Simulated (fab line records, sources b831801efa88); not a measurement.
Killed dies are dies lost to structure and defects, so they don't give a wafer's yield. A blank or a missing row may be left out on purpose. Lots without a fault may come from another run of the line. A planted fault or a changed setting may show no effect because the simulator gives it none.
fab line records | flow sky130
record lots=5 wafers=15 last_day=50
route steps=708 shown VIA4@652 METAL5@661 PAD_OPEN@708
lots that met no fault: from a run of the same line without faults
start_h: hours from the record's first day to the start of the lot's first wafer shown | wait_h: hours since the lot's step before | " the same as in the row above | L1.1+2: a row that stands for several wafers | - no value, or no start given | * or withheld: withheld | < > ~ a bound
route shown NAME@n: a module of which the file shows steps, and the number in the route of the first | usual: mean/standard deviation of fault-free wafers | same: alike in all rows | chamber/n: place in a boat | sites: the reading at each site | _std_site: their standard deviation | _edge_site: outer sites' mean less inner sites' | radius_mm: how far each site lies from the wafer's centre | mask NAME#n: copy n | behind: the tool/chamber that last shaped the wafer | hold: why the lot was held/for how many hours/how that ended | device: the transistor (n, p or np) that didn't switch | end of line: the same wafers' tests at the end of the route | a step without rows: its recipe alone | killed: dies lost to structure and defects at the first sort, not the wafer's yield | map: a wafer's dies, x killed, . not, _ none there
set.NAME: the setting as run; set.NAME@STEP: as run at that earlier step | model.NAME: the simulator's own value behind a step, which no gauge read
lots at some steps of the route; a table a step, a row a wafer
services: from which hour (start_h, from the record's first day; less than 0 if before it) a tool's chamber was out of use, for how many hours, and why
## steps
# step SKY_VIA4_STRIP_13
# recipe chemistry=O2/N2 power_w=1400 pressure_mtorr=1500 platen_temp_c=withheld o2_flow_sccm=3000 n2_flow_sccm=300 overash_fraction=0.5
# usual drypump_motor_current_A=6.1/0.44 oes_product_au=0.709/0.0041 strip_time_to_endpoint_s=12.81/0.033
# columns lot.wafer tool chamber start_h wait_h drypump_motor_current_A oes_product_au rf_hours_counter_h strip_time_to_endpoint_s
L892.1 plasma_asher-01 0 1001.05 - 5.9 0.718 114 12.79
L892.4 " 0 " " 5.9 0.713 - 12.79
L892.5 " 0 " " 5.9 0.710 - 12.77
L899.1 plasma_asher-04 1 1055.74 - 6.7 0.707 27 12.80
L899.2 " 0 " " 5.4 0.705 27 12.76
L899.6 " 0 " " 5.4 0.709 - 12.82
L906.1 plasma_asher-03 0 1091.69 - 6.4 0.713 68 12.85
L906.2 " 1 " " 6.4 0.708 68 12.84
L906.5 " 1 " " 6.4 0.715 - 12.86
L911.1 plasma_asher-04 1 1123.45 - 6.7 0.713 34 12.83
L911.2 " 0 " " 5.4 0.715 34 12.83
L911.4 " 0 " " 5.4 0.715 - 12.78
L913.1 plasma_asher-03 1 1134.05 - 6.4 0.716 72 12.79
L913.2 " 0 " " 6.4 0.708 72 12.77
L913.6 " 1 " " 6.4 0.707 - 12.79
# step SKY_VIA4_STRIP_14
# recipe chemistry=post_etch_residue_remover time_s=1200 temp_c=72.5
# step SKY_VIA4_CLEAN_15
# recipe chemistry=IPA time_s=180 temp_c=25
# step SKY_VIA4_CLEAN_16
# recipe chemistry=O3/DIW dry=n2_spin
# step SKY_VIA4_SPUTTER_17
# recipe material=TiN target_thk_nm=20 chamber_pressure_pa=5 power_w=4000 time_s=80
# usual throttle_valve_pct=30.2/0.88
# columns lot.wafer tool chamber start_h wait_h throttle_valve_pct
L892.1 pvd_sputter-02 - 1001.64 0.0 29.9
L892.4 " - " " 30.7
L892.5 " - " " 29.7
L899.1 pvd_sputter-02 - 1056.34 0.0 29.6
L899.2 " - " " 30.0
L899.6 " - " " 29.8
L906.1 pvd_sputter-03 - 1092.32 0.0 30.2
L906.2 " - " " 30.1
L906.5 " - " " 30.8
L911.1 pvd_sputter-04 - 1124.08 0.0 27.7
L911.2 " - " " 30.4
L911.4 " - " " 30.1
L913.1 pvd_sputter-02 - 1134.68 0.0 31.2
L913.2 " - " " 29.7
L913.6 " - " " 29.6
# step SKY_VIA4_CVD_18
# recipe material=W target_thk_nm=505 time_s=152.14 temp_c=400 pressure_torr=40
# step SKY_VIA4_RS_MEAS_19
# recipe thk_meas_gauge=four-point-probe reads=W_of_VIA4_CVD_18+TiN_of_VIA4_SPUTTER_17
# usual VIA4_W_RS=0.228/0.0051
# columns lot.wafer tool chamber start_h wait_h VIA4_W_RS[ohm/sq]
L892.1 film_metro-01 - 1001.86 0.1 0.220
L892.4 " - " " 0.223
L892.5 " - " " 0.217
L899.1 film_metro-03 - 1056.55 0.1 0.232
L899.2 " - " " 0.228
L899.6 " - " " 0.227
L906.1 film_metro-01 - 1092.53 0.1 0.220
L906.2 " - " " 0.229
L906.5 " - " " 0.230
L911.1 film_metro-04 - 1124.29 0.1 0.228
L911.2 " - " " 0.233
L911.4 " - " " 0.231
L913.1 film_metro-01 - 1134.90 0.1 0.230
L913.2 " - " " 0.225
L913.6 " - " " 0.229
# step SKY_VIA4_THK_MEAS_20
# recipe thk_meas_gauge=xrf reads=W_of_VIA4_CVD_18
# usual VIA4_W_THK=497/13
# columns lot.wafer tool chamber start_h wait_h VIA4_W_THK[nm]
L892.1 film_metro-01 - 1001.98 0.1 516
L892.4 " - " " 508
L892.5 " - " " 520
L899.1 film_metro-03 - 1056.67 0.1 480
L899.2 " - " " 490
L899.6 " - " " 494
L906.1 film_metro-01 - 1092.65 0.1 516
L906.2 " - " " 493
L906.5 " - " " 494
L911.1 film_metro-04 - 1124.41 0.1 496
L911.2 " - " " 485
L911.4 " - " " 488
L913.1 film_metro-01 - 1135.02 0.1 494
L913.2 " - " " 505
L913.6 " - " " 499
# step SKY_VIA4_CMP_21
# recipe stop_on=SiO2 t_overpolish_s=25 down_force_psi=3.5 platen_rpm=60 target_thk_nm=0 pad_velocity_m_s=0.94248
# usual motor_current_A=10.5/1.3 overpolish_run_s=24.999/0.0094 time_to_endpoint_s=123/4.8
# columns lot.wafer tool chamber start_h wait_h motor_current_A overpolish_run_s time_to_endpoint_s
L892.1 cmp-01 1 1002.09 0.1 9.1 24.987 124
L892.4 " 2 " " 9.2 24.996 124
L892.5 " 0 " " 12.4 25.007 123
L899.2 cmp-01 1 1056.73 0.0 9.3 24.990 122
L899.1 " 2 " " 9.1 24.995 122
L899.6 " 2 " " 9.1 25.000 123
L906.1 cmp-01 2 1092.71 0.1 9.1 24.989 129
L906.2 " 1 " " 9.5 24.998 120
L906.5 " 2 " " 8.4 24.987 125
L911.4 cmp-02 3 1124.47 0.0 12.5 24.994 129
L911.2 " 1 " " 11.0 25.014 118
L911.1 " 2 " " 10.0 24.992 130
L913.1 cmp-01 2 1135.56 0.5 8.9 24.997 123
L913.2 " 3 " " 9.6 25.032 122
L913.6 " 1 " " 9.7 24.998 127
# step SKY_METAL5_SPUTTER_00
# recipe material=Ti target_thk_nm=15 power_w=3000 time_s=10 chamber_pressure_pa=0.4
# usual throttle_valve_pct=29.9/1.1
# columns lot.wafer tool chamber start_h wait_h throttle_valve_pct
L892.1 pvd_sputter-01 - 1002.34 0.2 31.0
L892.4 " - " " 29.0
L892.5 " - " " 30.6
L899.1 pvd_sputter-01 - 1057.03 0.2 27.2
L899.2 " - " " 30.8
L899.6 " - " " 27.2
L906.1 pvd_sputter-01 - 1093.01 0.2 29.4
L906.2 " - " " 29.1
L906.5 " - " " 30.7
L911.1 pvd_sputter-03 - 1124.77 0.1 30.0
L911.2 " - " " 30.8
L911.4 " - " " 30.7
L913.1 pvd_sputter-03 - 1135.76 0.1 30.8
L913.2 " - " " 30.2
L913.6 " - " " 30.4
# step SKY_METAL5_SPUTTER_01
# recipe material=TiN target_thk_nm=20 power_w=6500 time_s=16.7 chamber_pressure_pa=0.4
# step SKY_METAL5_SPUTTER_02
# recipe material=AlCu target_thk_nm=1150 power_w=10600 time_s=61.2 chamber_pressure_pa=0.4
# step SKY_METAL5_SPUTTER_03
# recipe material=Ti target_thk_nm=5 power_w=3000 time_s=3.3 chamber_pressure_pa=0.4
# usual throttle_valve_pct=29.9/1.1
# columns lot.wafer tool chamber start_h wait_h throttle_valve_pct model.Ti_of_METAL5_SPUTTER_03.thk_nm
L892.1 pvd_sputter-01 - 1002.44 0.0 30.8 4.855
L892.4 " - " " 29.0 5.059
L892.5 " - " " 30.9 5.002
L899.1 pvd_sputter-01 - 1057.13 0.0 26.9 5.146
L899.2 " - " " 30.8 5.189
L899.6 " - " " 27.0 5.204
L906.1 pvd_sputter-01 - 1093.11 0.0 29.8 8.274
L906.2 " - " " 29.1 5.104
L906.5 " - " " 30.7 5.064
L911.1 pvd_sputter-03 - 1124.87 0.0 30.2 5.056
L911.2 " - " " 31.2 4.907
L911.4 " - " " 30.7 5.156
L913.1 pvd_sputter-03 - 1135.86 0.0 30.7 5.085
L913.2 " - " " 30.0 4.96
L913.6 " - " " 29.8 4.975
# step SKY_METAL5_SPUTTER_04
# recipe material=TiN target_thk_nm=70 power_w=6589 time_s=58.3 chamber_pressure_pa=0.4
# usual throttle_valve_pct=29.9/1.1
# columns lot.wafer tool chamber start_h wait_h throttle_valve_pct
L892.1 pvd_sputter-01 - 1002.45 0.0 30.8
L892.4 " - " " 29.1
L892.5 " - " " 30.8
L899.1 pvd_sputter-01 - 1057.15 0.0 26.8
L899.2 " - " " 30.7
L899.6 " - " " 27.2
L906.1 pvd_sputter-01 - 1093.13 0.0 29.5
L906.2 " - " " 29.2
L906.5 " - " " 30.8
L911.1 pvd_sputter-03 - 1124.89 0.0 30.0
L911.2 " - " " 30.9
L911.4 " - " " 30.8
L913.1 pvd_sputter-03 - 1135.87 0.0 30.7
L913.2 " - " " 29.9
L913.6 " - " " 30.1
# step SKY_PAD_OPEN_PROBE_99
# usual defect_limited_yield=82.1/1.9 killed_at_M0_to_M3=45/6.8 killed_at_M4_up=3.0/1.7 killed_at_contacts=25/5.7 killed_at_front_end=15/4.6 killed_at_other=0.3/0.66 killed_dies=88/9.5 killed_on_rim=17/3.6 killed_open=48/7.3 killed_short=39/6.5 sort_bin_3_pad_short=0.9/0.47 sort_bin_5_function=10.6/1.5 sort_bin_6_memory=6.4/1.2 sort_n_pass=404/9.5 sort_yield_pct=82.1/1.9
# same gross_dies=492 killed_at_back_side=0 sort_bin_4_leakage[%]=0 sort_bin_8_speed[%]=0
# columns lot.wafer tool chamber start_h wait_h defect_limited_yield[%] killed_at_M0_to_M3 killed_at_M4_up killed_at_contacts killed_at_front_end killed_at_other killed_dies killed_on_rim killed_open killed_short sort_bin_3_pad_short[%] sort_bin_5_function[%] sort_bin_6_memory[%] sort_n_pass sort_yield_pct[%]
L892.1 prober-01 - 1071.60 0.1 79.9 47 5 26 21 0 99 16 47 51 0.6 9.1 10.4 393 79.9
L892.4 prober-01 - 1071.75 0.2 80.1 40 3 29 26 0 98 21 52 46 1.0 11.8 7.1 394 80.1
L892.5 prober-01 - 1071.80 0.2 85.0 33 4 22 15 0 74 15 40 34 0.8 7.9 6.3 418 85.0
L899.1 prober-01 - 1119.95 0.1 79.5 43 3 29 25 1 101 25 48 50 0.8 12.0 7.7 391 79.5
L899.2 prober-01 - 1120.00 0.1 83.5 42 5 19 15 0 81 17 46 35 1.4 9.3 5.7 411 83.5
L899.6 prober-01 - 1120.20 0.2 84.8 37 2 28 6 2 75 15 42 31 0.2 7.9 7.1 417 84.8
L906.1 prober-02 - 1154.10 0.1 83.9 45 3 19 12 0 79 12 47 32 1.4 10.0 4.7 413 83.9
L906.2 prober-02 - 1154.15 0.1 82.1 34 3 37 12 2 88 23 50 38 1.0 10.2 6.7 404 82.1
L906.5 prober-02 - 1154.30 0.2 81.9 40 2 32 15 0 89 21 45 43 0.8 11.4 5.9 403 81.9
L911.1 prober-01 - 1181.65 0.1 82.3 39 2 27 19 0 87 15 56 31 0.8 9.6 7.3 405 82.3
L911.2 prober-01 - 1181.70 0.1 82.7 46 2 22 15 0 85 18 42 43 1.2 11.2 4.9 407 82.7
L911.4 prober-01 - 1181.80 0.2 85.4 34 3 25 9 1 72 11 41 30 0.4 9.6 4.7 420 85.4
L913.1 prober-01 - 1190.90 0.1 79.3 47 4 35 16 0 102 22 59 43 0.8 14.4 5.5 390 79.3
L913.2 prober-01 - 1190.95 0.1 81.1 53 4 23 13 0 93 15 60 33 0.6 12.6 5.7 399 81.1
L913.6 prober-01 - 1191.15 0.2 79.5 58 3 19 20 1 101 23 58 43 1.6 12.2 6.7 391 79.5
# killed by level:class
L892.1 VIA1:geometric_particle:open=13 CONTACT:geometric_particle:open=12 FIELD_ISO:geometric_particle:short=9 VIA1:geometric_particle:short=7 METAL2:geometric_particle:short=7 METAL1:geometric_particle:short=6 VIA2:geometric_particle:open=6 FIELD_ISO:geometric_particle:open=4
L892.4 LI_CONTACT:geometric_particle:open=10 VIA2:geometric_particle:open=9 POLY_GATE:geometric_particle:short=7 VIA1:geometric_particle:open=7 CONTACT:geometric_particle:open=7 METAL2:geometric_particle:short=6 FIELD_ISO:geometric_particle:open=5 LI_CONTACT:geometric_particle:short=5
L892.5 CONTACT:geometric_particle:open=9 VIA2:geometric_particle:open=9 FIELD_ISO:geometric_particle:open=5 LOCAL_INTERCONNECT:geometric_particle:short=5 VIA1:geometric_particle:open=5 FIELD_ISO:geometric_particle:short=4 LI_CONTACT:geometric_particle:open=4 VIA1:geometric_particle:short=4
L899.1 CONTACT:geometric_particle:open=13 METAL2:geometric_particle:short=9 VIA1:geometric_particle:open=7 FIELD_ISO:geometric_particle:open=6 VIA3:geometric_particle:open=6 POLY_GATE:geometric_particle:short=5 LI_CONTACT:geometric_particle:short=5 LI_CONTACT:geometric_particle:open=5
L899.2 VIA1:geometric_particle:open=9 LI_CONTACT:geometric_particle:open=7 CONTACT:geometric_particle:open=6 VIA3:geometric_particle:short=6 FIELD_ISO:geometric_particle:open=5 VIA3:geometric_particle:open=5 METAL4:geometric_particle:short=5 FIELD_ISO:geometric_particle:short=4
L899.6 LI_CONTACT:geometric_particle:open=12 VIA1:geometric_particle:open=8 VIA2:geometric_particle:open=7 CONTACT:geometric_particle:open=6 LI_CONTACT:geometric_particle:short=5 METAL2:geometric_particle:short=5 METAL1:geometric_particle:short=4 VIA1:geometric_particle:short=4
L906.1 VIA2:geometric_particle:open=10 VIA3:geometric_particle:open=9 VIA1:geometric_particle:open=8 LI_CONTACT:geometric_particle:open=6 FIELD_ISO:geometric_particle:short=5 CONTACT:geometric_particle:open=5 VIA1:geometric_particle:short=4 METAL1:geometric_particle:short=4
L906.2 CONTACT:geometric_particle:open=12 VIA1:geometric_particle:open=11 LOCAL_INTERCONNECT:geometric_particle:short=10 LI_CONTACT:geometric_particle:open=8 FIELD_ISO:geometric_particle:short=4 METAL1:geometric_particle:short=4 METAL3:geometric_particle:short=4 METAL2:geometric_particle:short=4
L906.5 VIA1:geometric_particle:open=9 CONTACT:geometric_particle:short=8 CONTACT:geometric_particle:open=8 LI_CONTACT:geometric_particle:open=7 LOCAL_INTERCONNECT:geometric_particle:short=6 METAL1:geometric_particle:short=6 FIELD_ISO:geometric_particle:open=5 POLY_GATE:geometric_particle:short=5
L911.1 VIA1:geometric_particle:open=11 LI_CONTACT:geometric_particle:open=10 CONTACT:geometric_particle:open=8 FIELD_ISO:geometric_particle:short=6 VIA3:geometric_particle:open=6 VIA2:geometric_particle:open=6 METAL1:geometric_particle:short=5 CONTACT:geometric_particle:short=5
L911.2 METAL1:geometric_particle:short=10 LI_CONTACT:geometric_particle:open=9 VIA3:geometric_particle:open=7 FIELD_ISO:geometric_particle:short=6 VIA2:geometric_particle:open=6 CONTACT:geometric_particle:short=6 FIELD_ISO:geometric_particle:open=5 VIA1:geometric_particle:short=5
L911.4 LI_CONTACT:geometric_particle:open=8 CONTACT:geometric_particle:open=8 VIA2:geometric_particle:open=7 VIA3:geometric_particle:open=5 VIA1:geometric_particle:open=5 METAL2:geometric_particle:short=5 VIA2:geometric_particle:short=4 FIELD_ISO:geometric_particle:short=3
L913.1 VIA1:geometric_particle:open=16 CONTACT:geometric_particle:open=14 VIA1:geometric_particle:short=7 FIELD_ISO:geometric_particle:open=6 LI_CONTACT:geometric_particle:open=6 CONTACT:geometric_particle:short=6 VIA3:geometric_particle:open=6 LOCAL_INTERCONNECT:geometric_particle:short=5
L913.2 VIA1:geometric_particle:open=18 CONTACT:geometric_particle:open=12 VIA3:geometric_particle:open=8 METAL2:geometric_particle:short=7 METAL1:geometric_particle:short=6 VIA1:geometric_particle:short=6 LI_CONTACT:geometric_particle:open=5 FIELD_ISO:geometric_particle:open=4
L913.6 VIA1:geometric_particle:open=16 VIA1:geometric_particle:short=10 CONTACT:geometric_particle:open=9 VIA3:geometric_particle:open=8 METAL2:geometric_particle:short=6 POLY_GATE:geometric_particle:open=6 VIA2:geometric_particle:open=6 POLY_GATE:geometric_particle:short=5
## services
# columns tool chamber start_h hours kind
cmp-01 - 980.17 2.3 repair
plasma_asher-04 - 991.30 8.7 repair
plasma_asher-01 - 1002.24 2.8 pm
cmp-01 - 1008.02 2.6 repair
pvd_sputter-03 0 1012.55 - consumable_replace:kit
pvd_sputter-03 0 1012.55 18.0 scheduled_down
pvd_sputter-03 0 1012.55 18.0 vent_cycle
pvd_sputter-02 1 1019.25 - consumable_replace:kit
cmp-02 - 1019.93 16.0 pm
cmp-02 - 1048.70 2.6 repair
pvd_sputter-01 - 1049.02 1.7 repair
plasma_asher-01 - 1055.25 9.0 pm
pvd_sputter-01 - 1062.95 0.6 repair
pvd_sputter-01 0 1067.44 - consumable_replace:kit
pvd_sputter-01 0 1067.44 18.0 scheduled_down
pvd_sputter-01 0 1067.44 18.0 vent_cycle
cmp-02 - 1084.28 4.0 pm
cmp-01 - 1086.34 1.9 repair
plasma_asher-03 - 1091.79 2.8 pm
pvd_sputter-03 - 1115.68 1.0 repair
pvd_sputter-03 3 1130.21 - consumable_replace:kit
pvd_sputter-03 3 1130.21 18.0 scheduled_down
pvd_sputter-03 3 1130.21 18.0 vent_cycle
cmp-02 - 1130.82 9.6 pm
## key
first_sign none at tools or gauges
model_effect step=SKY_METAL5_SPUTTER_03 value=Ti_of_METAL5_SPUTTER_03.thk_nm without=5.14 struck=8.274
met_at SKY_METAL5_SPUTTER_03
struck_wafers L906.1
fault kind=process_parameter_drift tool=pvd_sputter-01 chamber=- onset_h=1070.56 steps=SKY_METAL5_SPUTTER_03 channel=target_thk_nm offset=3.134 shape=step end_h=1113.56 acts_in=these_recipes_only stated=5 scope=struck_wafers_only
